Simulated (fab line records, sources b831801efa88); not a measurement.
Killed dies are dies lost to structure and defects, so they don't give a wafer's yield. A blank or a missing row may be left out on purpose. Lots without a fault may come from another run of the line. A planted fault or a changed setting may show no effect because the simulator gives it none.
Which tool did it? | flow sky130 | 13 lots, 39 wafers sampled, at 1 step of a route of 708

WHAT THE GAUGES READ, wafer by wafer
SKY_FIELD_ISO_CD_MEAS_13: target cd 150 nm.
lot  | measured    | on        | cd_nm (nm)
L619 | day 2 05:08 | cd_sem-01 | 150.1 149.7 149.1
L621 | day 2 14:28 | cd_sem-02 | 150.5 149.8 150.3
L622 | day 2 23:05 | cd_sem-01 | 150.4 149.3 150.0
L624 | day 3 08:14 | cd_sem-02 | 149.0 149.0 149.3
L629 | day 4 09:35 | cd_sem-01 | 148.2 147.5 148.7
L630 | day 4 13:45 | cd_sem-02 | 152.9 152.8 152.1
L631 | day 4 18:25 | cd_sem-02 | 151.4 150.9 152.8
L634 | day 5 12:53 | cd_sem-02 | 149.2 150.4 148.7
L635 | day 5 15:47 | cd_sem-02 | 150.9 151.5 149.7
L636 | day 5 21:34 | cd_sem-02 | 151.8 152.7 150.6
L637 | day 6 02:49 | cd_sem-01 | 148.8 150.2 149.9
L640 | day 6 18:34 | cd_sem-01 | 148.5 149.0 149.3
L642 | day 7 05:40 | cd_sem-02 | 150.2 149.2 149.9

WHICH TOOL RAN EACH LOT (tool, then ch and the chambers of the sampled wafers, then the start)
The record holds no process step before these readings.

WHAT THE TOOLS THEMSELVES READ (means of the sampled wafers that have a number; where no wafer has one, the mark that the record gives instead)
The record holds no such reading with a usual standard deviation.

THE ANSWER, worked out from the rows above alone
Rule: what is usual is taken from the lots themselves. Put in order of their means at a reading, lots are off if they are a third of the lots or fewer, leave a main group of 4 or more, and stand apart from it by a gap of 3 or more times the standard deviation of the main group's means; of several such gaps the widest counts. A main group whose means are all the same, to the digits that the tables above print for the reading, isn't used. A lot without any number at a reading at which 4 lots or more have one is off too. The other lots that the step has rows for count as sound. The gauges are gone through in route order, then the tools' own readings, and for those a lot's mean is taken as printed above. The first step at which some lot is off is used, and at that step the reading that is off furthest; a lot without a number counts as furthest.
No lot is off at any reading shown: from this, nothing can be told.

WHAT THE SIMULATOR HAD PUT IN
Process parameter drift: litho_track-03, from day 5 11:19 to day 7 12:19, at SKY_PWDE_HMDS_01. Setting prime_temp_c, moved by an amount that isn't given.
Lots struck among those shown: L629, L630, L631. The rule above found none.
